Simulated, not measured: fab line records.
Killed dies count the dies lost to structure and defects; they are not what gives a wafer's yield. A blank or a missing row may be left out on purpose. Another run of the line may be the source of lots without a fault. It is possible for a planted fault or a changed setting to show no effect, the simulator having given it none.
Which of the tools did it? | flow gf180mcu | Sampling: 7 lots, 19 wafers, 2 of 602 route steps

## WHAT THE GAUGES READ, wafer by wafer
GF_SAB_THK_MEAS_01.
lot  | measured     | on           | SAB_CVD_00_THK (nm)
L668 | day 14 15:24 | filmMetro-01 | 49.3 49.8 50.1
L671 | day 15 17:38 | filmMetro-01 | 49.4 50.8 49.7
L676 | day 17 10:24 | filmMetro-01 | 40.2 50.0
L678 | day 18 07:22 | filmMetro-02 | 49.3 40.7
L685 | day 20 16:55 | filmMetro-04 | 48.4 49.7 49.9
L687 | day 21 06:04 | filmMetro-02 | 49.1 49.3 49.9
L690 | day 22 05:34 | filmMetro-01 | 48.4 49.5 49.8

## EACH LOT AND THE TOOL THAT RAN IT (in order: tool; ch and the chambers of the sampled wafers; start)
lot  | GF_SAB_CVD_00
L668 | pecvd-01 ch 0,1,2, day 14 15:23
L671 | pecvd-03 ch 0,1, day 15 17:37
L676 | pecvd-03 ch 0,2, day 17 10:21
L678 | pecvd-03 ch 1,2, day 18 07:20
L685 | pecvd-03 ch 0,1,2, day 20 16:53
L687 | pecvd-03 ch 0,2, day 21 06:02
L690 | pecvd-03 ch 0,1,2, day 22 05:32
- GF_SAB_CVD_00: deposits SiO2 from TEOS, target thk 50 nm, time 4.9302 s.

## THE ANSWER, worked out from the rows above alone
Rule: usual is defined by the lots themselves. Put in order of their means at a reading, lots are off if they are a third of the lots or fewer, leave a main group of 4 or more, and stand apart from it by a gap of 3 or more times the standard deviation of the main group's means; of several such gaps the widest counts. Not used: any main group whose means are identical at the precision the tables above print for the reading. A lot without any number at a reading at which 4 lots or more have one is off too. Any other lot the step has rows for is counted as sound.
Off: L676, L678, seen at GF_SAB_THK_MEAS_01 (SAB_CVD_00_THK). Main group: mean 49.5 nm, sd 0.27.
If a tool, at a process step before that reading, ran all the lots that are off and no sound lot after the first of them, it fits. Those tools and the gauges at GF_SAB_THK_MEAS_01 are tried in the same way. None of those tried fits.

## WHAT WAS PUT IN BY THE SIMULATOR
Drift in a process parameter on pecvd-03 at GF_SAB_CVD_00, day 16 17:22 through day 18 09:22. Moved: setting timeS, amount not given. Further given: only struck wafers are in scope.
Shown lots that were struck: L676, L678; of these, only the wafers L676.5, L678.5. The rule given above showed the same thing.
